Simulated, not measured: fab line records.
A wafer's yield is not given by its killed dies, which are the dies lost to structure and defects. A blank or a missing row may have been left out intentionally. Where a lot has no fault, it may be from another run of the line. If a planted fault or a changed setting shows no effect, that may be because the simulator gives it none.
fab line records | flow gf180mcu
record: lots: 11 wafers: 33 last-day: 34
route steps=602 shown STI@2 DNWELL@40 SAB@277 V3@450
lots that met no fault: taken from a fault-free run of the same line
start-h: hours from the record's opening day to when the first of the lot's shown wafers began | wait-h: hours from the lot's prior step to this one | " repeats the value in the row above | L1.1+2: several wafers, shown together as one row | - no value, or no start given | * or withheld: withheld | < > ~ a bound
route shown NAME@n: NAME is a module with steps in the file, n the number in the route of the first one | usual: mean and standard deviation over wafers with no fault | same: alike in all rows | chamber/n: place in a boat | sites: readings site by site | _std_site: their standard deviation | _edge_site: inner sites' mean taken away from outer sites' mean | radius-mm: for every site, how far away it sits from the centre of the wafer | mask NAME#n: copy n | behind: tool/chamber where the wafer was last shaped | hold: what put the lot on hold/how long, in hours/how the hold closed | device: whichever transistor did not switch (one of n, p or np) | end of line: the tests these same wafers got at the end of their route | where a step has no rows: the recipe by itself | killed: not the wafer's yield, but the dies lost to structure and defects at the first sort | map: the dies of a wafer, with x for killed, . for not killed, _ for no die there
set.NAME: the setting the step ran with; set.NAME@STEP: the setting that earlier step ran with | model.NAME: the simulator's own value behind a step, which no gauge read
one table for each step of the route and one row for each wafer, over a sample of lots
services: a tool's chamber out of use, with start hour (start-h, from the record's first day; less than 0 if before it), hours out, and reason
== steps ==
step: GF_STI_OXIDATION_01
recipe: temp-c: 900 ambient: O2 stabilise-s: 600 purge-s: 300 target-thk-a: 100 ox-time-s: 1418
usual: spike-tc-bottom-C: 915/5.4 spike-tc-centre-C: 900.6/0.97 spike-tc-lower-C: 899.9/1 spike-tc-top-C: 914.2/1.7 spike-tc-upper-C: 900.6/1.1 tube-center-temp-C: 900.01/0.081 tube_center_temp_C_max: 902.3/0.35 zone-power-lower-pct: 18.4/1.7 zone-power-top-pct: 32.6/0.45 zone-power-upper-pct: 16.91/0.24
columns lot.wafer tool chamber start-h wait-h spike-tc-bottom-C spike-tc-centre-C spike-tc-lower-C spike-tc-top-C spike-tc-upper-C tube-center-temp-C tube_center_temp_C_max zone-power-lower-pct zone-power-top-pct zone-power-upper-pct
L853.1 furnace-02 0 12.11 2.1 910 901.1 897.6 915.2 902.3 900.06 902.2 16.5 32.3 17.15
L853.2 " 0 " " 911 900.1 899.4 915.5 900.5 900.02 902.4 16.7 31.9 17.00
L853.3 " 0 " " 913 899.6 899.1 916.8 900.5 900.15 902.5 16.9 32.5 17.18
L855.2 furnace-02 0 20.48 0.4 913 899.8 899.2 914.6 901.3 899.94 902.4 16.5 32.4 16.81
L855.5 " 0 " " 910 898.4 898.7 915.0 899.8 899.82 902.1 16.4 32.4 16.98
L855.6 " 0 " " 910 901.7 900.1 916.3 902.6 900 901.9 16.9 32.3 17.12
L857.2 furnace-01 0 30.12 0.1 919 900.1 900.6 913.5 900.1 900 902.3 19.7 33.2 16.71
L857.5 " 0 " " 921 900.3 900.1 912.9 898.8 899.93 901.8 19.9 32.9 16.82
L857.6 " 0 " " 920 901.1 899.2 913.2 900.1 900.09 902.3 20.1 33.1 16.65
L860.2 furnace-01 0 45.12 0.1 921 901.3 900.5 911.4 899.2 900.05 902.5 20.1 33.0 16.77
L860.3 " 0 " " 920 900.7 899.1 914.1 900.4 900.08 902.5 19.9 32.8 16.72
L860.6 " 0 " " 922 899.8 901.3 913.2 899.8 900.07 902.9 19.9 32.7 16.68
L864.1 furnace-01 0 65.82 0.8 921 901.4 900.8 912.9 901.2 900.04 902.4 20.2 33.4 16.83
L864.2 " 0 " " 920 900.4 899.8 912.4 900.5 900.03 902.7 20.0 32.9 16.52
L864.5 " 0 " " 921 900.5 899.5 912.2 900.1 900.01 902.1 20.2 33.2 16.55
L865.3 furnace-01 0 70.59 0.5 922 900.0 900.7 912.1 901.1 899.97 901.9 20.1 32.5 17.20
L865.4 " 0 " " 920 900.8 899.3 912.7 898.7 899.97 901.9 20.0 32.5 17.09
L865.6 " 0 " " 921 902.7 899.5 912.2 901.0 900.15 902.5 20.2 32.8 16.94
L866.1 furnace-01 0 75.12 0.1 889 866.8 866.3 880.5 869.1 867.09 869.6 18.0 30.9 15.35
L866.3 " 0 " " 888 868.5 867.4 881.7 866.5 867.24 869.8 18.6 30.9 15.26
L866.4 " 0 " " 888 866.3 868.9 878.7 867.7 867.07 869.3 18.6 31.2 15.14
L867.4 furnace-02 0 80.39 0.3 909 899.9 898.8 916.8 900.8 900.12 902.4 16.8 32.0 17.05
L867.5 " 0 " " 910 900.0 899.1 914.2 899.8 900.06 902.8 16.8 32.2 16.97
L867.6 " 0 " " 910 902.2 899.2 915.2 900.3 900.02 902.4 16.5 32.5 16.94
L868.2 furnace-01 0 86.39 1.3 890 868.8 868.2 881.0 865.7 867.08 869.8 18.4 31.0 15.59
L868.4 " 0 " " 888 868.0 867.5 883.0 866.9 867.22 869.3 18.5 31.0 15.39
L868.5 " 0 " " 889 868.2 865.9 881.4 867.3 866.89 869.2 18.3 30.9 15.83
L870.3 furnace-02 0 95.53 0.5 910 901.5 900.1 915.5 898.1 900.07 902.8 17.0 32.5 16.96
L870.4 " 0 " " 909 900.0 898.7 915.6 900.1 900.1 902.2 16.9 31.9 17.11
L870.5 " 0 " " 909 900.1 899.6 916.6 900.1 899.98 902.1 16.8 32.5 16.96
L876.2 furnace-02 0 125.49 0.5 910 901.9 901.7 916.3 901.8 900.08 902.1 16.8 32.0 17.05
L876.4 " 0 " " 910 901.1 899.6 913.7 900.7 900 902.4 16.7 32.3 17.44
L876.5 " 0 " " 910 900.6 899.6 915.0 902.2 900.07 902.4 16.8 31.8 16.83
step: GF_STI_THK_MEAS_02
recipe: reads: SiO2_of_STI_OXIDATION_01
usual: STI_OXIDATION_THK: 9.97/0.2
columns lot.wafer tool chamber start-h wait-h STI_OXIDATION_THK[nm]
L853.1 film-metro-04 - 13.51 0.0 9.95
L853.2 " - " " 10.03
L853.3 " - " " 9.77
L855.2 film-metro-04 - 21.88 0.0 10.13
L855.5 " - " " 10.11
L855.6 " - " " 10.04
L857.2 film-metro-02 - 31.52 0.0 9.57
L857.5 " - " " 9.69
L857.6 " - " " 9.63
L860.2 film-metro-02 - 46.52 0.0 9.92
L860.3 " - " " 10.06
L860.6 " - " " 9.76
L864.1 film-metro-04 - 67.21 0.0 10.26
L864.2 " - " " 10.28
L864.5 " - " " 10.29
L865.3 film-metro-01 - 72.00 0.0 9.87
L865.4 " - " " 9.81
L865.6 " - " " 9.98
L866.1 film-metro-02 - 76.51 0.0 6.95
L866.3 " - " " 7.12
L866.4 " - " " 6.79
L867.4 film-metro-04 - 81.81 0.0 9.76
L867.5 " - " " 9.84
L867.6 " - " " 9.89
L868.2 film-metro-04 - 87.79 0.0 6.49
L868.4 " - " " 6.79
L868.5 " - " " 6.57
L870.3 film-metro-02 - 96.94 0.0 9.72
L870.4 " - " " 9.56
L870.5 " - " " 9.68
L876.2 film-metro-02 - 126.90 0.0 9.95
L876.4 " - " " 10.01
L876.5 " - " " 10.07
step: GF_DNWELL_STRIP_08
recipe: chemistry: O2/N2 power-w: 1400 pressure-mtorr: 1500 platen-temp-c: 250 o2-flow-sccm: 3000 n2-flow-sccm: 300 overash-fraction: 0.5
usual: drypump-motor-current-A: 5.55/0.27 heater-power-w: 317/18 oes-product-au: 0.723/0.0045 strip-time-to-endpoint-s: 37.04/0.091
columns lot.wafer tool chamber start-h wait-h drypump-motor-current-A heater-power-w oes-product-au rf-hours-counter-h strip-time-to-endpoint-s
L853.1 plasma-asher-01 1 44.91 0.1 5.60 302 0.729 37 36.98
L853.2 " 0 " " 6.01 312 0.724 37 36.96
L853.3 " 1 " " 5.60 306 0.727 - 36.97
L855.2 plasma-asher-01 1 52.46 0.1 5.61 304 0.722 38 37.12
L855.5 " 0 " " 5.99 317 0.725 - 37.10
L855.6 " 1 " " 5.60 299 0.717 - 37.21
L857.2 plasma-asher-01 0 64.76 0.1 6.01 322 0.722 39 36.83
L857.5 " 0 " " 6.01 317 0.721 - 36.85
L857.6 " 1 " " 5.61 302 0.727 - 36.97
L860.2 plasma-asher-02 0 79.88 0.1 5.61 291 0.717 42 37.12
L860.3 " 0 " " 5.63 283 0.725 - 36.98
L860.6 " 0 " " 5.63 299 0.727 - 37.08
L864.1 plasma-asher-02 0 101.26 0.1 5.63 302 0.717 45 37.02
L864.2 " 1 " " 5.26 339 0.721 45 36.96
L864.5 " 0 " " 5.61 297 0.722 - 37.03
L865.3 plasma-asher-02 1 107.09 0.1 5.25 330 0.729 - 37.14
L865.4 " 0 " " 5.64 300 0.728 - 37.25
L865.6 " 0 " " 5.63 301 0.726 - 37.23
L866.1 plasma-asher-04 1 112.73 0.1 5.23 326 0.729 33 37.03
L866.3 " 0 " " 5.33 305 0.714 - 37.07
L866.4 " 1 " " 5.22 323 0.720 - 36.98
L867.4 plasma-asher-02 1 117.94 0.1 5.28 352 0.725 - 36.99
L867.5 " 1 " " 5.29 339 0.715 - 37.08
L867.6 " 0 " " 5.62 304 0.720 - 37.07
L868.2 plasma-asher-01 1 123.01 0.1 5.59 299 0.723 44 37.08
L868.4 " 0 " " 6.03 316 0.720 - 37.14
L868.5 " 0 " " 6.04 319 0.724 - 37.16
L870.3 plasma-asher-02 1 132.15 0.1 5.28 347 0.721 - 37.00
L870.4 " 0 " " 5.65 308 0.724 - 37.00
L870.5 " 1 " " 5.27 355 0.727 - 37.04
L876.2 plasma-asher-02 0 164.73 0.1 5.64 305 0.723 5 36.86
L876.4 " 1 " " 5.27 350 0.720 - 36.91
L876.5 " 0 " " 5.63 307 0.729 - 36.89
step: GF_SAB_STRIP_13
recipe: chemistry: O2/N2 power-w: 1400 pressure-mtorr: 1500 platen-temp-c: 250 o2-flow-sccm: 3000 n2-flow-sccm: 300 overash-fraction: 0.5
usual: drypump-motor-current-A: 5.64/0.29 heater-power-w: 323/23 oes-product-au: 0.709/0.0046 strip-time-to-endpoint-s: 12.62/0.034
columns lot.wafer tool chamber start-h wait-h drypump-motor-current-A heater-power-w oes-product-au rf-hours-counter-h strip-time-to-endpoint-s
L853.1 plasma-asher-01 1 338.79 0.0 5.61 301 0.710 66 12.61
L853.2 " 0 " " 6.02 328 0.705 66 12.62
L853.3 " 1 " " 5.61 302 0.706 - 12.66
L855.2 plasma-asher-04 0 354.23 0.0 5.32 310 0.708 59 12.64
L855.5 " 0 " " 5.31 312 0.715 - 12.61
L855.6 " 1 " " 5.24 330 0.708 - 12.62
L857.2 plasma-asher-04 1 373.09 0.0 5.25 326 0.710 61 12.67
L857.5 " 0 " " 5.31 313 0.707 - 12.66
L857.6 " 1 " " 5.24 324 0.709 - 12.62
L860.2 plasma-asher-01 0 403.99 0.0 6.04 324 0.708 74 12.64
L860.3 " 1 " " 5.60 304 0.712 - 12.62
L860.6 " 1 " " 5.61 304 0.705 - 12.61
L864.1 plasma-asher-01 0 437.48 0.0 6.02 314 0.706 78 12.63
L864.2 " 1 " " 5.60 301 0.715 78 12.61
L864.5 " 1 " " 5.60 307 0.707 - 12.62
L865.3 plasma-asher-03 1 448.37 0.0 5.98 378 0.705 - 12.61
L865.4 " 0 " " 5.53 306 0.709 - 12.60
L865.6 " 1 " " 5.98 370 0.714 - 12.68
L866.1 plasma-asher-01 1 456.22 0.0 5.61 306 0.706 80 12.58
L866.3 " 1 " " 5.59 300 0.707 - 12.62
L866.4 " 0 " " 6.04 327 0.709 - 12.63
L867.4 plasma-asher-01 0 463.22 0.0 5.99 326 0.707 - 12.69
L867.5 " 1 " " 5.62 305 0.711 - 12.65
L867.6 " 0 " " 5.98 313 0.711 - 12.67
L868.2 plasma-asher-04 1 470.42 0.0 5.23 328 0.705 69 12.64
L868.4 " 0 " " 5.32 305 0.715 - 12.63
L868.5 " 0 " " 5.33 310 0.709 - 12.64
L870.3 plasma-asher-03 1 488.20 0.0 5.97 378 0.709 - 12.69
L870.4 " 0 " " 5.55 311 0.717 - 12.70
L870.5 " 0 " " 5.54 308 0.700 - 12.65
L876.2 plasma-asher-03 0 533.88 0.0 5.55 303 0.711 11 12.58
L876.4 " 0 " " 5.59 323 0.716 - 12.57
L876.5 " 1 " " 5.96 373 0.710 - 12.57
step: GF_V3_SPUTTER_21
recipe: material: Ti target-thk-nm: 15 chamber-pressure-pa: 5 power-w: 2500 substrate-temp-c: 200 time-s: 80.02
usual: throttle-valve-pct: 29.7/0.78
columns lot.wafer tool chamber start-h wait-h throttle-valve-pct
L853.1 pvd-sputter-01 - 512.38 0.0 29.5
L853.2 " - " " 29.6
L853.3 " - " " 30.7
L855.2 pvd-sputter-02 - 530.59 0.0 30.8
L855.5 " - " " 30.1
L855.6 " - " " 29.3
L857.2 pvd-sputter-02 - 548.86 0.0 28.9
L857.5 " - " " 31.0
L857.6 " - " " 28.6
L860.2 pvd-sputter-01 - 578.63 0.0 29.6
L860.3 " - " " 28.7
L860.6 " - " " 29.5
L864.1 pvd-sputter-04 - 610.49 0.0 29.2
L864.2 " - " " 29.6
L864.5 " - " " 30.4
L865.3 pvd-sputter-02 - 618.34 0.0 29.0
L865.4 " - " " 30.3
L865.6 " - " " 29.0
L866.1 pvd-sputter-01 - 624.62 0.0 29.2
L866.3 " - " " 28.6
L866.4 " - " " 30.7
L867.4 pvd-sputter-02 - 631.92 0.0 28.7
L867.5 " - " " 30.7
L867.6 " - " " 29.2
L868.2 pvd-sputter-01 - 636.00 0.0 28.9
L868.4 " - " " 29.3
L868.5 " - " " 30.3
L870.3 pvd-sputter-02 - 652.59 0.0 28.7
L870.4 " - " " 30.0
L870.5 " - " " 28.4
L876.2 pvd-sputter-01 - 690.07 0.0 30.6
L876.4 " - " " 28.6
L876.5 " - " " 28.7
== services ==
columns tool chamber start-h hours kind
plasma-asher-01 - -2.55 4.2 repair
furnace-02 - 6.90 2.5 pm
plasma-asher-01 - 12.10 1.1 repair
furnace-01 - 21.28 3.3 pm
plasma-asher-01 - 84.94 14.6 pm
pvd-sputter-01 - 100.69 9.7 repair
plasma-asher-02 - 108.75 9.0 pm
pvd-sputter-02 - 126.16 4.6 repair
pvd-sputter-01 - 152.62 0.7 repair
furnace-01 - 158.30 3.1 pm
furnace-01 - 189.85 3.3 pm
plasma-asher-02 - 336.08 0.4 repair
furnace-01 - 357.35 4.0 pm
plasma-asher-02 - 359.58 28.1 pm
furnace-01 - 394.79 1.4 repair
furnace-01 - 395.98 1.1 repair
plasma-asher-02 - 427.25 0.4 repair
furnace-01 - 440.30 2.6 pm
plasma-asher-02 - 470.57 2.8 pm
plasma-asher-01 - 500.93 2.1 repair
plasma-asher-02 - 518.65 4.5 repair
furnace-01 - 525.33 2.8 pm
plasma-asher-01 - 543.85 2.8 pm
furnace-01 - 636.99 1.9 pm
== key ==
first-sign: step: GF_STI_OXIDATION_01 reading: tube-center-temp-C direction: down sigmas: 99+ usual: * struck: *
effect: step: GF_STI_OXIDATION_01 reading: tube_center_temp_C_max direction: down sigmas: 92 usual: * struck: *
effect: step: GF_STI_THK_MEAS_02 reading: STI_OXIDATION_THK direction: down sigmas: 16 usual: 9.97 struck: 6.79
met-at GF_STI_OXIDATION_01
struck-lots L866,L868
tester-left-out L866,L868
not-acting-at GF_DNWELL_STRIP_08,GF_SAB_STRIP_13,GF_V3_SPUTTER_21
onset-between 70.59 75.12
fault: kind: process-parameter-drift tool: furnace-01 chamber: - onset-h: 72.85 steps: GF_STI_OXIDATION_01 channel: temp-c offset: * shape: step end-h: 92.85 acts-in: * stated: *
tester-left-out: of these lots the tester's yield and bins aren't shown, on N5 and GAA mostly nor the transistor test; their killed dies are dies lost to structure and defects alone, not to doping, threshold or leakage, so they don't give the yield
